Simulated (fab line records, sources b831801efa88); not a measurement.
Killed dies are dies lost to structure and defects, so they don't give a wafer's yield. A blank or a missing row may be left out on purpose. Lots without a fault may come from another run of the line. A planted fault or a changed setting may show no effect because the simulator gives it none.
Which tool did it? | flow gf180mcu | 13 lots, 36 wafers sampled, at 4 steps of a route of 602

WHAT THE GAUGES READ, wafer by wafer
The record holds no reading of a measuring or inspecting step that can be judged against a usual standard deviation.

WHICH TOOL RAN EACH LOT (tool, then ch and the chambers of the sampled wafers, then the start)
lot  | GF_STI_ETCH_13                    | GF_STI_STRIP_15                     | GF_V3_ETCH_17                                 | GF_M4_STRIP_17
L877 | rie_diel-03 ch 2,3, day 2 02:05   | plasma_asher-01 ch 0,1, day 2 02:14 | rie_diel-04 ch 1,3, day 23 10:45 or earlier   | plasma_asher-04 ch 0,1, day 23 10:45
L878 | rie_diel-01 ch 0,2, day 2 06:02   | plasma_asher-01 ch 0,1, day 2 06:13 | rie_diel-04 ch 0,1,3, day 24 00:49 or earlier | plasma_asher-02 ch 0,1, day 24 00:49
L879 | rie_diel-03 ch 0,2,3, day 2 12:00 | plasma_asher-01 ch 0,1, day 2 12:09 | rie_diel-04 ch 2,3, day 24 06:17 or earlier   | plasma_asher-04 ch 0,1, day 24 06:17
L880 | rie_diel-02 ch 0,1,3, day 2 17:21 | plasma_asher-02 ch 0,1, day 2 17:30 | rie_diel-03 ch 0,2, day 24 18:00 or earlier   | plasma_asher-02 ch 0,1, day 24 18:00
L881 | rie_diel-02 ch 1,2,3, day 2 22:00 | plasma_asher-02 ch 1, day 2 22:09   | rie_diel-02 ch 1,2,3, day 25 01:20 or earlier | plasma_asher-02 ch 0,1, day 25 01:20
L882 | rie_diel-01 ch 0,1,2, day 3 03:05 | plasma_asher-02 ch 0,1, day 3 03:14 | rie_diel-03 ch 0,1, day 25 06:59 or earlier   | plasma_asher-01 ch 0, day 25 06:59
L885 | rie_diel-01 ch 0,2, day 3 18:17   | plasma_asher-01 ch 0,1, day 3 18:26 | rie_diel-04 ch 1,2, day 26 03:56 or earlier   | plasma_asher-04 ch 0,1, day 26 03:56
L886 | rie_diel-02 ch 0,1,3, day 3 23:45 | plasma_asher-01 ch 0,1, day 3 23:54 | rie_diel-03 ch 0,2,3, day 26 13:42 or earlier | plasma_asher-02 ch 1, day 26 13:42
L888 | rie_diel-01 ch 1,2,3, day 4 11:24 | plasma_asher-01 ch 0,1, day 4 11:33 | rie_diel-02 ch 1,2,3, day 27 04:51 or earlier | plasma_asher-01 ch 0,1, day 27 04:51
L891 | rie_diel-01 ch 0,2, day 5 01:41   | plasma_asher-01 ch 1, day 5 01:51   | rie_diel-03 ch 0,1, day 28 01:54 or earlier   | plasma_asher-02 ch 1, day 28 01:54
L896 | rie_diel-01 ch 0,3, day 6 03:26   | plasma_asher-02 ch 0,1, day 6 03:36 | rie_diel-02 ch 2,3, day 29 16:08 or earlier   | plasma_asher-04 ch 0,1, day 29 16:08
L898 | rie_diel-01 ch 0,3, day 6 14:23   | plasma_asher-04 ch 0,1, day 6 14:33 | rie_diel-04 ch 1,2, day 29 23:20 or earlier   | plasma_asher-01 ch 0,1, day 29 23:20
L900 | rie_diel-02 ch 0,1,3, day 7 00:50 | plasma_asher-02 ch 0,1, day 7 01:00 | rie_diel-04 ch 0,3, day 30 20:35 or earlier   | plasma_asher-01 ch 0,1, day 30 20:35
- GF_STI_ETCH_13: etches the open film in CHF3/O2, stops on Si, target depth 282.31 nm, time 112.9 s.
- GF_STI_STRIP_15: strips in O2/N2.
- GF_V3_ETCH_17: etches SiO2 in C4F8/O2/Ar, stops on TiN, target depth 635 nm.
- GF_M4_STRIP_17: strips in O2/N2.

WHAT THE TOOLS THEMSELVES READ (means of the sampled wafers that have a number; where no wafer has one, the mark that the record gives instead)
GF_STI_ETCH_13.
lot  | tool        | O2_flow_sccm (sccm) | drypump_motor_current_A (A) | oes_product_au (a.u.) | run_length_s (s) | throttle_valve_pct (%)
L877 | rie_diel-03 | 5.013               | 4.9                         | 0.826                 | 141.4            | 8.810
L878 | rie_diel-01 | 5.009               | 5.5                         | 0.832                 | 141.4            | 8.812
L879 | rie_diel-03 | 4.987               | 5.1                         | 0.830                 | 141.6            | 8.800
L880 | rie_diel-02 | 5.010               | 5.5                         | 0.828                 | 141.1            | 8.809
L881 | rie_diel-02 | 5.006               | 5.7                         | 0.834                 | 141.3            | 8.807
L882 | rie_diel-01 | 5.006               | 5.2                         | 0.835                 | 141.3            | 8.828
L885 | rie_diel-01 | 5.013               | 5.5                         | 0.827                 | 141.3            | 8.805
L886 | rie_diel-02 | 5.005               | 5.5                         | 0.831                 | 141.1            | 8.806
L888 | rie_diel-01 | 5.001               | 5.7                         | 0.838                 | 141.8            | 8.812
L891 | rie_diel-01 | 4.986               | 5.3                         | 0.893                 | 134.2            | 8.824
L896 | rie_diel-01 | 5.008               | 5.7                         | 0.954                 | 126.8            | 8.844
L898 | rie_diel-01 | 4.988               | 5.7                         | 0.888                 | 133.8            | 8.826
L900 | rie_diel-02 | 4.990               | 5.5                         | 0.836                 | 141.0            | 8.807

GF_STI_STRIP_15.
lot  | tool            | drypump_motor_current_A (A) | heater_power_w (W) | o2_flow_sccm (sccm) | oes_product_au (a.u.) | strip_time_to_endpoint_s (s)
L877 | plasma_asher-01 | 5.8                         | 310                | 2996                | 0.382                 | 3.70
L878 | plasma_asher-01 | 5.8                         | 313                | 2999                | 0.388                 | 3.76
L879 | plasma_asher-01 | 6.0                         | 311                | 2995                | 0.379                 | 3.70
L880 | plasma_asher-02 | 6.2                         | 325                | 3001                | 0.384                 | 3.74
L881 | plasma_asher-02 | 5.7                         | 315                | 2999                | 0.389                 | 3.69
L882 | plasma_asher-02 | 6.0                         | 323                | 3007                | 0.385                 | 3.72
L885 | plasma_asher-01 | 6.0                         | 314                | 2995                | 0.385                 | 3.78
L886 | plasma_asher-01 | 5.8                         | 314                | 3008                | 0.380                 | 3.70
L888 | plasma_asher-01 | 5.8                         | 316                | 2993                | 0.385                 | 3.75
L891 | plasma_asher-01 | 6.1                         | 314                | 2998                | 0.389                 | 3.85
L896 | plasma_asher-02 | 6.1                         | 325                | 3001                | 0.395                 | 4.04
L898 | plasma_asher-04 | 5.8                         | 313                | 3000                | 0.394                 | 3.89
L900 | plasma_asher-02 | 6.0                         | 316                | 3010                | 0.381                 | 3.67

GF_V3_ETCH_17.
lot  | tool        | oes_product_au (a.u.)
L877 | rie_diel-04 | 0.856
L878 | rie_diel-04 | 0.853
L879 | rie_diel-04 | 0.858
L880 | rie_diel-03 | 0.850
L881 | rie_diel-02 | 0.858
L882 | rie_diel-03 | 0.852
L885 | rie_diel-04 | 0.857
L886 | rie_diel-03 | 0.859
L888 | rie_diel-02 | 0.856
L891 | rie_diel-03 | 0.856
L896 | rie_diel-02 | 0.859
L898 | rie_diel-04 | 0.854
L900 | rie_diel-04 | 0.853

GF_M4_STRIP_17.
lot  | tool            | drypump_motor_current_A (A) | heater_power_w (W) | o2_flow_sccm (sccm) | oes_product_au (a.u.) | strip_time_to_endpoint_s (s)
L877 | plasma_asher-04 | 5.7                         | 304                | 2993                | 0.537                 | 7.42
L878 | plasma_asher-02 | 6.0                         | 320                | 3002                | 0.538                 | 7.36
L879 | plasma_asher-04 | 5.9                         | 326                | 3002                | 0.540                 | 7.41
L880 | plasma_asher-02 | 6.0                         | 314                | 3016                | 0.534                 | 7.40
L881 | plasma_asher-02 | 6.2                         | 326                | 3000                | 0.534                 | 7.35
L882 | plasma_asher-01 | 5.7                         | 316                | 3002                | 0.536                 | 7.36
L885 | plasma_asher-04 | 5.7                         | 299                | 3003                | 0.536                 | 7.37
L886 | plasma_asher-02 | 5.7                         | 313                | 2993                | 0.538                 | 7.35
L888 | plasma_asher-01 | 6.0                         | 307                | 2999                | 0.542                 | 7.34
L891 | plasma_asher-02 | 5.7                         | 316                | 3014                | 0.535                 | 7.33
L896 | plasma_asher-04 | 5.8                         | 312                | 3004                | 0.538                 | 7.38
L898 | plasma_asher-01 | 5.9                         | 306                | 3002                | 0.536                 | 7.41
L900 | plasma_asher-01 | 5.8                         | 314                | 3007                | 0.530                 | 7.27

THE ANSWER, worked out from the rows above alone
Rule: what is usual is taken from the lots themselves. Put in order of their means at a reading, lots are off if they are a third of the lots or fewer, leave a main group of 4 or more, and stand apart from it by a gap of 3 or more times the standard deviation of the main group's means; of several such gaps the widest counts. A main group whose means are all the same, to the digits that the tables above print for the reading, isn't used. A lot without any number at a reading at which 4 lots or more have one is off too. The other lots that the step has rows for count as sound. The gauges are gone through in route order, then the tools' own readings, and for those a lot's mean is taken as printed above. The first step at which some lot is off is used, and at that step the reading that is off furthest; a lot without a number counts as furthest.
Off: L891, L896, L898, at GF_STI_ETCH_13 (run_length_s). The main group: mean 141.3 s, standard deviation 0.23.
A tool fits if, at that step or a process step before it, it ran every lot that is off, and no sound lot after the first of them. One fits: rie_diel-01 at GF_STI_ETCH_13. Its last sound lot is L888 (day 4 11:24), its first lot that is off L891 (day 5 01:41): a fault that began between those two fits.
The tool's own readings at GF_STI_ETCH_13 bear it out: on the lots that are off they differ by more than 5 times the standard deviation of the sound lots' means. oes_product_au reads 0.912 a.u. there against 0.832 a.u. on the sound lots; run_length_s reads 131.6 s there against 141.3 s on the sound lots.

WHAT THE SIMULATOR HAD PUT IN
Process parameter drift: rie_diel-01, from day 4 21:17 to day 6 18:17, at GF_STI_ETCH_13. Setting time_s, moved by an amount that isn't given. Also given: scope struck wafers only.
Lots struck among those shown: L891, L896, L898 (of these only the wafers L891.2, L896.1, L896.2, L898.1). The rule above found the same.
